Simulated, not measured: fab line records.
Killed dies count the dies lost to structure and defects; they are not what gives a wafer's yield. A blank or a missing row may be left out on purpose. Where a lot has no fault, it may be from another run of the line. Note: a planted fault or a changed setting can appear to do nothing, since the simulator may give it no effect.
fab line records    flow sky130
[record] lots = 5  wafers = 23
route steps=708 shown VIA4@649
start_h: the number of hours between the record's first day and the start of the first shown wafer of the lot    wait_h: time in hours since the lot's previous step    " unchanged from the row above    L1.1+2: a row that stands for several wafers    - value missing, or start not given    * or withheld: withheld    < > ~ a bound
route shown NAME@n: a module of which the file shows steps, and the number in the route of the first    usual: mean and standard deviation over wafers with no fault    same: alike in all rows    chamber/n: place in a boat    sites: per-site readings    _std_site: the standard deviation of these    _edge_site: outer sites' mean less inner sites'    radius_mm: for every site, how far away it sits from the centre of the wafer    mask NAME#n: copy n    behind: the most recent tool/chamber to have shaped the wafer    hold: what put the lot on hold/how long, in hours/how the hold closed    device: names the non-switching transistor (n, p or np)    end of line: the tests these same wafers got at the end of their route    where a step has no rows: the recipe by itself    killed: the dies lost at the first sort to structure and to defects; this is not the yield of the wafer    map: a wafer's dies, x killed, . not, _ none there
set.NAME: the setting as run; set.NAME@STEP: as run at that earlier step    model.NAME: the simulator's own value behind a step, which no gauge read
lots whose settings were changed on purpose; a table a step, a row a wafer
[[steps]]
[step SKY_VIA4_DEVELOP_10]
[recipe] resist = NOVOLAK  developer = TMAH  develop_time_s = 60  dev_temp_c = 23
lot.wafer   tool            chamber  start_h  wait_h  set.develop_time_s
L074.2+4+5  litho_track-04  0        1001.75  0.1     60
L076.1+4+6  litho_track-01  0        1024.36  0.1     67.42
L076.2+5    "               0        "        "       60
L081.1+5+6  litho_track-04  0        1057.73  0.1     67.99
L081.2+3    "               0        "        "       60
L083.1+2    litho_track-04  0        1061.93  0.1     54.38
L083.3+4+6  "               0        "        "       60
L085.1+5    litho_track-02  0        1078.96  0.1     68.55
L085.2+4+6  "               0        "        "       60
[step SKY_VIA4_ETCH_12]
[recipe] target = SiO2  chemistry = C4F8/O2/Ar  stop_on = TiN  mask_material = NOVOLAK  source_w = 1500  bias_w = 1200  pressure_mtorr = 40  c4f8_flow_sccm = withheld  O2_flow_sccm = 6  Ar_flow_sccm = 300  time_s = withheld  target_depth_a = 5800
[usual] oes_product_au = 0.928/0.0049
lot.wafer  tool         chamber  start_h  wait_h  set.leave_above_ref_nm@VIA4_CMP_02  set.develop_time_s@VIA4_DEVELOP_10  oes_product_au  model.VIA4.feature_depth_nm  model.VIA4.cd_nm
L074.2     rie_diel-04  1        1001.91  0.0     580                                 *                                   0.920           578.9                        791.5
L074.4     "            0        "        "       580                                 *                                   0.930           583.8                        796.6
L074.5     "            1        "        "       580                                 *                                   0.926           582.3                        793.9
L076.1     rie_diel-04  0        1024.55  0.0     580                                 *                                   0.921           582                          810.3
L076.2     "            3        "        "       580                                 *                                   0.924           583.5                        799.4
L076.4     "            1        "        "       599.8                               *                                   0.946           602.3                        807.5
L076.5     "            3        "        "       599.8                               *                                   0.946           602.9                        798.9
L076.6     "            0        "        "       580                                 *                                   0.936           581                          808.4
L081.1     rie_diel-01  1        1057.91  0.0     603                                 *                                   0.934           602.4                        815.3
L081.2     "            0        "        "       580                                 *                                   0.936           581.3                        803
L081.3     "            3        "        "       603                                 *                                   0.949           602.9                        801.6
L081.5     "            1        "        "       580                                 *                                   0.934           580.3                        813.5
L081.6     "            0        "        "       580                                 *                                   0.928           580.9                        812
L083.1     rie_diel-01  2        1062.11  0.0     580                                 *                                   0.934           583.3                        791.7
L083.2     "            1        "        "       580                                 *                                   0.924           580                          792.3
L083.3     "            3        "        "       580                                 *                                   0.927           582.1                        800.2
L083.4     "            0        "        "       580                                 *                                   0.928           580.6                        802.1
L083.6     "            3        "        "       580                                 *                                   0.924           580.2                        804.5
L085.1     rie_diel-01  2        1079.15  0.0     620.7                               *                                   0.958           621.8                        807.8
L085.2     "            3        "        "       580                                 *                                   0.924           580                          798.4
L085.4     "            0        "        "       580                                 *                                   0.931           582.2                        796.5
L085.5     "            3        "        "       580                                 *                                   0.925           581.6                        811.9
L085.6     "            0        "        "       620.7                               *                                   0.971           623.4                        796.8
[[key]]
[split] step = SKY_VIA4_DEVELOP_10  setting = develop_time_s  stated = 60  by = wafer
[response] step = SKY_VIA4_ETCH_12  reading = model.VIA4.cd_nm  change = +0.878  per = 1%  r = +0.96
split outside_this_file step=SKY_VIA4_CMP_02 setting=leave_above_ref_nm
// split outside_this_file: this setting was split too, and the file shows its column; the key of that split is in another file
